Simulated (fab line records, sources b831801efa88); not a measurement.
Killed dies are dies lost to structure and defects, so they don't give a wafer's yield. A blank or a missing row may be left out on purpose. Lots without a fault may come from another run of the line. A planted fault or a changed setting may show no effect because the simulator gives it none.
Which tool did it? | flow sky130 | 10 lots, 30 wafers sampled, at 6 steps of a route of 708

WHAT THE GAUGES READ, wafer by wafer
SKY_POLY_GATE_THK_MEAS_01. Usual: POLY_GATE_CVD_00_THK 180.5 nm, standard deviation 1.4.
lot  | measured     | on            | POLY_GATE_CVD_00_THK (nm) | flag
L635 | day 14 07:09 | film_metro-03 | 179.1 181.1 178.2         |
L636 | day 14 15:16 | film_metro-02 | 182.6 181.3 181.8         |
L638 | day 15 08:59 | film_metro-01 | 179.5 178.6 180.1         |
L639 | day 15 19:43 | film_metro-02 | 180.2 180.1 179.7         |
L642 | day 17 18:40 | film_metro-03 | 181.5 181.0 180.5         |
L646 | day 18 13:47 | film_metro-01 | 180.6 180.4 179.7         |
L647 | day 18 20:26 | film_metro-01 | 178.6 179.5 179.7         |
L648 | day 19 05:40 | film_metro-01 | 149.1 150.6 149.3         | OFF
L649 | day 19 13:07 | film_metro-01 | 150.6 150.9 151.3         | OFF
L650 | day 19 20:46 | film_metro-03 | 146.5 145.2 145.3         | OFF

SKY_METAL2_RS_MEAS_05: measures by four-point-probe. Usual: METAL2_ALCU_RS 0.1262 ohm/sq, standard deviation 0.0014.
lot  | measured     | on            | METAL2_ALCU_RS (ohm/sq) | flag
L635 | day 34 11:04 | film_metro-03 | 0.1252 0.1268 0.1253    |
L636 | day 34 18:01 | film_metro-02 | 0.1285 0.1284 0.1249    |
L638 | day 35 10:52 | film_metro-04 | 0.1284 0.1256 0.1245    |
L639 | day 35 20:43 | film_metro-04 | 0.1256 0.1261 0.1240    |
L642 | day 37 21:39 | film_metro-03 | 0.1233 0.1241 0.1248    |
L646 | day 38 06:37 | film_metro-03 | 0.1254 0.1272 0.1261    |
L647 | day 38 10:33 | film_metro-03 | 0.1253 0.1240 0.1261    |
L648 | day 38 21:05 | film_metro-02 | 0.1253 0.1252 0.1247    |
L649 | day 39 03:43 | film_metro-03 | 0.1250 0.1257 0.1240    |
L650 | day 39 05:53 | film_metro-02 | 0.1269 0.1252 0.1268    |

SKY_CAPM_OVL_MEAS_12. Usual: CAPM_OVL -0.2 nm, standard deviation 1.6.
lot  | measured     | on         | CAPM_OVL (nm)  | flag
L635 | day 37 20:40 | overlay-01 | -1.5 0.3 0.3   |
L636 | day 38 05:16 | overlay-01 | -0.5 0.2 -1.1  |
L638 | day 38 20:39 | overlay-01 | 1.6 1.4 0.8    |
L639 | day 39 04:43 | overlay-01 | -1.0 -1.2 -1.2 |
L642 | day 41 03:46 | overlay-01 | -0.3 0.0 0.6   |
L646 | day 41 11:16 | overlay-01 | -0.3 -0.1 0.4  |
L647 | day 41 15:10 | overlay-01 | -1.8 -1.5 -0.3 |
L648 | day 42 01:29 | overlay-02 | 0.1 0.9 0.5    |
L649 | day 42 07:43 | overlay-02 | -0.2 -1.0 -2.1 |
L650 | day 42 09:46 | overlay-02 | 1.0 1.8 1.3    |

WHICH TOOL RAN EACH LOT (tool, then ch and the chambers of the sampled wafers, then the start)
lot  | SKY_POLY_GATE_CVD_00        | SKY_POLY_GATE_ETCH_17            | SKY_METAL2_ETCH_18
L635 | lpcvd-01 ch 1, day 14 05:56 | rie_si-02 ch 0,2, day 16 18:57   | rie_metal-03 ch 0,1, day 35 13:59
L636 | lpcvd-01 ch 1, day 14 14:04 | rie_si-01 ch 1,2,3, day 17 02:21 | rie_metal-01 ch 0,1, day 35 21:09
L638 | lpcvd-01 ch 0, day 15 07:47 | rie_si-01 ch 0,1,3, day 17 20:00 | rie_metal-02 ch 0,1, day 36 14:06
L639 | lpcvd-01 ch 0, day 15 18:31 | rie_si-02 ch 0,1,3, day 18 06:03 | rie_metal-03 ch 0, day 36 23:53
L642 | lpcvd-01 ch 1, day 17 17:28 | rie_si-02 ch 0,1,2, day 20 10:42 | rie_metal-02 ch 0,1, day 38 23:12
L646 | lpcvd-01 ch 0, day 18 12:34 | rie_si-01 ch 0,2,3, day 21 05:51 | rie_metal-03 ch 0,1, day 39 07:34
L647 | lpcvd-01 ch 0, day 18 19:14 | rie_si-02 ch 1,2,3, day 21 12:33 | rie_metal-01 ch 1, day 39 11:57
L648 | lpcvd-01 ch 0, day 19 04:26 | rie_si-01 ch 0,1,2, day 21 21:12 | rie_metal-02 ch 0,1, day 39 22:31
L649 | lpcvd-01 ch 1, day 19 11:55 | rie_si-02 ch 0,1,2, day 22 06:02 | rie_metal-03 ch 0,1, day 40 04:33
L650 | lpcvd-01 ch 1, day 19 19:34 | rie_si-01 ch 0,2,3, day 22 10:39 | rie_metal-03 ch 0,1, day 40 07:35
- SKY_POLY_GATE_CVD_00: deposits poly-Si, target thk 180 nm, time 720 s.
- SKY_POLY_GATE_ETCH_17: etches poly-Si in HBr/Cl2, stops on SiO2, target depth 180 nm, time 70.5 s.
- SKY_METAL2_ETCH_18: etches BARC in N2/H2, stops on SiO2, time 45.9 s, target depth 60 nm.

WHAT THE TOOLS THEMSELVES READ (means of the sampled wafers that have a number; where no wafer has one, the mark that the record gives instead)
SKY_POLY_GATE_CVD_00. Usual: spike_tc_bottom_C 642.3 C, standard deviation 1.2; spike_tc_centre_C 621.6 C, standard deviation 1.1; spike_tc_lower_C 620.4 C, standard deviation 1.3; spike_tc_top_C 635 C, standard deviation 3.8; spike_tc_upper_C 618.9 C, standard deviation 1.2.
lot  | tool     | spike_tc_bottom_C (C) | spike_tc_centre_C (C) | spike_tc_lower_C (C) | spike_tc_top_C (C) | spike_tc_upper_C (C) | flag
L635 | lpcvd-01 | 643.4                 | 622.7                 | 621.0                | 639                | 617.6                |
L636 | lpcvd-01 | 643.3                 | 621.8                 | 621.0                | 638                | 617.2                |
L638 | lpcvd-01 | 642.4                 | 621.0                 | 619.4                | 631                | 619.3                |
L639 | lpcvd-01 | 641.6                 | 621.5                 | 619.2                | 633                | 619.2                |
L642 | lpcvd-01 | 642.8                 | 621.9                 | 622.1                | 639                | 618.2                |
L646 | lpcvd-01 | 641.1                 | 621.0                 | 619.3                | 631                | 619.9                |
L647 | lpcvd-01 | 642.1                 | 620.8                 | 619.9                | 631                | 619.2                |
L648 | lpcvd-01 | 633.2                 | 612.2                 | 611.1                | 622                | 611.9                | OFF
L649 | lpcvd-01 | 634.0                 | 613.7                 | 612.7                | 631                | 609.5                | OFF
L650 | lpcvd-01 | 634.7                 | 613.2                 | 611.8                | 631                | 609.8                | OFF

SKY_POLY_GATE_ETCH_17. Usual: HBr_flow_sccm 150.0 sccm, standard deviation 0.41; drypump_motor_current_A 5.6 A, standard deviation 0.57; oes_product_au 0.988 a.u., standard deviation 0.0078; rf_fwd_power_W 396.9 W, standard deviation 1.6; throttle_valve_pct 33.683 %, standard deviation 0.0083.
lot  | tool      | HBr_flow_sccm (sccm) | drypump_motor_current_A (A) | oes_product_au (a.u.) | rf_fwd_power_W (W) | throttle_valve_pct (%) | flag
L635 | rie_si-02 | 150.0                | 5.3                         | 0.980                 | 395.6              | 33.683                 |
L636 | rie_si-01 | 150.3                | 5.8                         | 0.992                 | 397.9              | 33.678                 |
L638 | rie_si-01 | 149.9                | 5.8                         | 0.992                 | 395.4              | 33.687                 |
L639 | rie_si-02 | 150.2                | 5.7                         | 0.986                 | 395.0              | 33.685                 |
L642 | rie_si-02 | 149.8                | 5.6                         | 0.992                 | 397.5              | 33.677                 |
L646 | rie_si-01 | 149.9                | 5.5                         | 0.986                 | 395.8              | 33.684                 |
L647 | rie_si-02 | 149.6                | 6.0                         | 0.988                 | 397.5              | 33.688                 |
L648 | rie_si-01 | 150.0                | 5.3                         | 0.876                 | 396.3              | 33.672                 | OFF
L649 | rie_si-02 | 149.6                | 5.6                         | 0.879                 | 398.1              | 33.681                 | OFF
L650 | rie_si-01 | 150.0                | 5.5                         | 0.858                 | 397.3              | 33.685                 | OFF

SKY_METAL2_ETCH_18. Usual: drypump_motor_current_A 5.7 A, standard deviation 0.43; oes_product_au 0.856 a.u., standard deviation 0.0048; rf_fwd_power_W 495.2 W, standard deviation 2.5; throttle_valve_pct 13.225 %, standard deviation 0.0094.
lot  | tool         | drypump_motor_current_A (A) | oes_product_au (a.u.) | rf_fwd_power_W (W) | throttle_valve_pct (%) | flag
L635 | rie_metal-03 | 5.5                         | 0.853                 | 495.4              | 13.226                 |
L636 | rie_metal-01 | 5.4                         | 0.855                 | 496.5              | 13.225                 |
L638 | rie_metal-02 | 6.4                         | 0.850                 | 492.4              | 13.223                 |
L639 | rie_metal-03 | 5.4                         | 0.856                 | 495.4              | 13.221                 |
L642 | rie_metal-02 | 6.2                         | 0.855                 | 494.5              | 13.226                 |
L646 | rie_metal-03 | 5.5                         | 0.855                 | 494.4              | 13.222                 |
L647 | rie_metal-01 | 6.0                         | 0.856                 | 500.6              | 13.235                 |
L648 | rie_metal-02 | 6.4                         | 0.857                 | 495.4              | 13.222                 |
L649 | rie_metal-03 | 5.5                         | 0.855                 | 494.4              | 13.226                 |
L650 | rie_metal-03 | 5.5                         | 0.860                 | 495.7              | 13.231                 |

THE ANSWER, worked out from the rows above alone
Rule: a lot is off if the mean of its wafers that have a number lies more than 3 standard deviations from the usual mean. A lot without any number at a reading at which 4 lots or more have one is off too. The other lots that the step has rows for count as sound. The gauges are gone through in route order, then the tools' own readings, and for those a lot's mean is taken as printed above. The first step at which some lot is off is used, and at that step the reading that is off furthest; a lot without a number counts as furthest.
Off: L648, L649, L650, at SKY_POLY_GATE_THK_MEAS_01 (POLY_GATE_CVD_00_THK).
A tool fits if, at a process step before that reading, it ran every lot that is off, and no sound lot after the first of them. The gauges at SKY_POLY_GATE_THK_MEAS_01 aren't tried: what is off there is off at SKY_POLY_GATE_CVD_00 too, on other tools, and a gauge's error can't cause that. One fits: lpcvd-01 at SKY_POLY_GATE_CVD_00. Its last sound lot is L647 (day 18 19:14), its first lot that is off L648 (day 19 04:26): a fault that began between those two fits.
The tool's own readings at SKY_POLY_GATE_CVD_00 bear it out: on the lots that are off they differ by more than 5 times the standard deviation of the sound lots' means. spike_tc_bottom_C reads 634.0 C there against 642.4 C on the sound lots; spike_tc_centre_C reads 613.0 C there against 621.5 C on the sound lots; spike_tc_lower_C reads 611.9 C there against 620.3 C on the sound lots; spike_tc_upper_C reads 610.4 C there against 618.7 C on the sound lots.

WHAT THE SIMULATOR HAD PUT IN
Process parameter drift: lpcvd-01, from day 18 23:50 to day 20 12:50, at SKY_POLY_GATE_CVD_00. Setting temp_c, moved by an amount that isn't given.
Lots struck among those shown: L648, L649, L650. The rule above found the same.
